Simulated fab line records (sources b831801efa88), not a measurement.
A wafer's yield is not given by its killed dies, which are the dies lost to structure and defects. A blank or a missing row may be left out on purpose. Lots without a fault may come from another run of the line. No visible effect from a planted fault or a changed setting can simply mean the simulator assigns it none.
Split-lot experiment + flow sky130 + route with 708 steps; 5 lots, 23 wafers read

## THE SPLIT ITSELF
At SKY_LOCAL_INTERCONNECT_COAT_06 (resist thk 450 nm), the setting spin rpm was moved away from the recipe's 3000 rpm on 10 of the 23 wafers read, by -6.6% to +7.3%. All remaining wafers had this setting at the recipe value.

Split to reading: the file shows no intervening step.

## THE READING
KrF-thick_of_LOCAL_INTERCONNECT_COAT_06.thk nm (the simulator's own value, which no gauge read), in nm, at SKY_LOCAL_INTERCONNECT_METAL_ETCH_14 (etches TiN in Cl2/BCl3, stops on PSG, target depth 110 nm, time 31.4 s). The file gives no usual value for it. The 13 wafers here that ran the recipe average 347.5 nm, standard deviation 2.3 nm.

| wafer  | tool, chamber at the split | spin rpm as run, rpm | against the recipe | KrF-thick_of_LOCAL_INTERCONNECT_COAT_06.thk nm, nm | against lot-mates on the recipe |
|--------|----------------------------|----------------------|--------------------|----------------------------------------------------|---------------------------------|
| L074.1 | litho track-03, 0          | 3220                 | +7.3%              | 330.1                                              | -16.1                           |
| L074.2 | litho track-03, 0          | 3220                 | +7.3%              | 331.1                                              | -15.1                           |
| L074.3 | litho track-03, 0          | 3000                 | recipe             | 346.7                                              | -                               |
| L074.4 | litho track-03, 0          | 3000                 | recipe             | 347.8                                              | -                               |
| L074.6 | litho track-03, 0          | 3000                 | recipe             | 344                                                | -                               |
| L078.1 | litho track-03, 0          | 3000                 | recipe             | 350.4                                              | -                               |
| L078.2 | litho track-03, 0          | 3000                 | recipe             | 349.8                                              | -                               |
| L078.4 | litho track-03, 0          | 2826                 | -5.8%              | 361.8                                              | +11.7                           |
| L078.5 | litho track-03, 0          | 2826                 | -5.8%              | 362.7                                              | +12.6                           |
| L078.6 | litho track-03, 0          | 2826                 | -5.8%              | 362.9                                              | +12.8                           |
| L081.2 | litho track-01, 0          | 3000                 | recipe             | 343.8                                              | -                               |
| L081.3 | litho track-01, 0          | 3000                 | recipe             | 344.1                                              | -                               |
| L081.6 | litho track-01, 0          | 3000                 | recipe             | 346.2                                              | -                               |
| L083.1 | litho track-02, 0          | 2801                 | -6.6%              | 367.3                                              | +17.3                           |
| L083.2 | litho track-02, 0          | 3000                 | recipe             | 351.2                                              | -                               |
| L083.4 | litho track-02, 0          | 2801                 | -6.6%              | 363.6                                              | +13.6                           |
| L083.5 | litho track-02, 0          | 3000                 | recipe             | 348.8                                              | -                               |
| L083.6 | litho track-02, 0          | 2801                 | -6.6%              | 365.1                                              | +15.1                           |
| L085.1 | litho track-02, 0          | 3000                 | recipe             | 348.1                                              | -                               |
| L085.2 | litho track-02, 0          | 2929                 | -2.4%              | 354.5                                              | +6.2                            |
| L085.3 | litho track-02, 0          | 3000                 | recipe             | 348.5                                              | -                               |
| L085.4 | litho track-02, 0          | 2929                 | -2.4%              | 354.5                                              | +6.2                            |
| L085.6 | litho track-02, 0          | 3000                 | recipe             | 348.2                                              | -                               |

FIT RESULTS
A straight line over all 23 wafers: KrF-thick_of_LOCAL_INTERCONNECT_COAT_06.thk nm changes by -2.52 nm for each +1% of spin rpm; r = -0.98; the points scatter about the line by 2 nm.
The same after taking each lot's own level away (the mean of its wafers on the recipe; 23 wafers): -2.2 nm for each +1%; r = -0.99; scatter 1.1 nm.
The reading moves by 16 nm for the largest change in spin rpm, on that fit.
Across the lots, their own levels run from 344.70 to 350.10 nm, a range of 2.3 times the standard deviation given above.
Hence the slope depends on the lot-to-lot level, as the two fits are not the same.
Check: with one of the wafers moved furthest among these (+7.3%) left out of the fit, the line predicts -15.9 nm for it against its lot-mates. Against them it came out at -16.1 nm.

## OTHER SPLITS APPLIED TO THESE WAFERS
Note: prior to the reading, these wafers also went through further splits. Each is held against what the fit with the lots' levels taken away leaves over:
| other split on the same wafers     | wafers away from the commonest value | r with KrF-thick_of_LOCAL_INTERCONNECT_COAT_06.thk nm (lot level and that fit taken away) |
|------------------------------------|--------------------------------------|-------------------------------------------------------------------------------------------|
| SKY_SD_P_DEVELOP_06 develop time s | 6                                    | -0.24                                                                                     |
| SKY_RES_XHIGH_IMPLANT_07 dose cm2  | 10                                   | -0.09                                                                                     |
| SKY_SD_N_DEVELOP_06 dev temp c     | 10                                   | -0.22                                                                                     |
| SKY_SD_N_IMPLANT_09 energy kev     | 12                                   | -0.38                                                                                     |
| SKY_LI_CONTACT_HDPCVD_00 time s    | 5                                    | +0.12                                                                                     |

## THE WHOLE CHAIN: every reading that the file lists as answering this split, in the file's order
| step                                 | what it does                                                           | reading                                                                                         | change (the file's fit)              | r (the file's) |
|--------------------------------------|------------------------------------------------------------------------|-------------------------------------------------------------------------------------------------|--------------------------------------|----------------|
| SKY_LOCAL_INTERCONNECT_COAT_06       | resist thk 450 nm                                                      | KrF-thick_of_LOCAL_INTERCONNECT_COAT_06.thk nm (the simulator's own value, which no gauge read) | -2.26 nm for each +1% of the setting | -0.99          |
| SKY_LOCAL_INTERCONNECT_METAL_ETCH_14 | etches TiN in Cl2/BCl3, stops on PSG, target depth 110 nm, time 31.4 s | KrF-thick_of_LOCAL_INTERCONNECT_COAT_06.thk nm (the simulator's own value, which no gauge read) | -2.2 nm for each +1% of the setting  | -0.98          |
| SKY_LOCAL_INTERCONNECT_STRIP_15      | strips in O2/N2                                                        | strip time to endpoint s                                                                        | withheld for each +1% of the setting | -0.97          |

## FILE'S OWN FIT
KrF-thick_of_LOCAL_INTERCONNECT_COAT_06.thk nm changes by -2.2 nm for each +1% of spin rpm, r = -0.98.
